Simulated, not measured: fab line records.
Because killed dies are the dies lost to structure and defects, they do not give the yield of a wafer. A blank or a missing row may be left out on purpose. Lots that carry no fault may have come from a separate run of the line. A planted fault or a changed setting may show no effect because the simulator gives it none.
Which tool was responsible? ; flow gf180mcu ; Sampling: 12 lots, 36 wafers, 2 of 602 route steps

## WHAT EACH GAUGE READ, for each wafer
GF_V2_CD_MEAS_14 targets a cd of 260 nm.
lot;measured;on;cd nm (nm)
L946;day 20 07:43;cd sem-02;259.6 259.4 259.9
L947;day 20 16:33;cd sem-02;261.3 260.9 261.1
L948;day 21 08:27;cd sem-01;259.2 259.0 260.0
L949;day 21 16:47;cd sem-01;261.9 262.1 262.0
L950;day 21 23:44;cd sem-01;259.8 258.4 259.7
L952;day 22 20:26;cd sem-02;259.6 259.9 259.3
L958;day 25 05:14;cd sem-02;260.5 260.1 260.1
L959;day 25 10:17;cd sem-01;259.3 259.6 259.7
L963;day 26 15:12;cd sem-01;259.5 260.1 260.3
L965;day 27 01:08;cd sem-01;261.1 259.9 260.2
L967;day 27 16:10;cd sem-02;261.2 262.0 261.3
L968;day 27 22:54;cd sem-01;258.1 258.7 257.9

## TOOL THAT RAN EACH LOT (tool first, then ch and the chambers of the sampled wafers, then the start)
lot;GF_M2_SPUTTER_00
L946;pvd sputter-02, day 18 07:49
L947;pvd sputter-04, day 18 16:15
L948;pvd sputter-04, day 19 07:49
L949;pvd sputter-02, day 19 15:23
L950;pvd sputter-01, day 19 23:00
L952;pvd sputter-04, day 20 19:24
L958;pvd sputter-04, day 23 07:21
L959;pvd sputter-04, day 23 13:00
L963;pvd sputter-04, day 24 19:31
L965;pvd sputter-02, day 25 06:07
L967;pvd sputter-04, day 25 22:13
L968;pvd sputter-04, day 26 05:08
- GF_M2_SPUTTER_00: material Ti, target thk 37.5 nm, time 150 s.

## AS READ BY THE TOOLS THEMSELVES (means over the sampled wafers that have a number; for cases with no such wafer, the mark the record gives instead)
GF_M2_SPUTTER_00.
lot;tool;cathode dc power W (W);chamber pressure pa (Pa);throttle valve pct (%)
L946;pvd sputter-02;4000.1;2.000;29.6
L947;pvd sputter-04;4000.7;2.002;30.4
L948;pvd sputter-04;3999.7;2.000;30.5
L949;pvd sputter-02;3999.9;1.998;30.4
L950;pvd sputter-01;4000.9;2.001;30.0
L952;pvd sputter-04;3999.5;2.002;29.9
L958;pvd sputter-04;3999.6;1.996;29.8
L959;pvd sputter-04;4000.1;2.002;29.9
L963;pvd sputter-04;4000.4;2.001;29.8
L965;pvd sputter-02;3999.9;2.001;29.7
L967;pvd sputter-04;3999.5;1.998;29.4
L968;pvd sputter-04;4000.2;2.001;29.2

## THE ANSWER, worked out from the rows above alone
Rule: the usual values come from the lots themselves. Put in order of their means at a reading, lots are off if they are a third of the lots or fewer, leave a main group of 4 or more, and stand apart from it by a gap of 3 or more times the standard deviation of the main group's means; of several such gaps the widest counts. Not used: any main group whose means are identical at the precision the tables above print for the reading. A lot without any number at a reading at which 4 lots or more have one is off too. Where the step has rows for the other lots, those lots are counted as sound. Order of review: gauges by route order, followed by the tools' own readings, for which a lot's mean as printed above is used. At the first step where some lot is off, the reading lying furthest off is the one used; lots without a number count as furthest.
Nothing can be told from this: no lot is off at any reading shown.

## WHAT HAD BEEN PUT IN BY THE SIMULATOR
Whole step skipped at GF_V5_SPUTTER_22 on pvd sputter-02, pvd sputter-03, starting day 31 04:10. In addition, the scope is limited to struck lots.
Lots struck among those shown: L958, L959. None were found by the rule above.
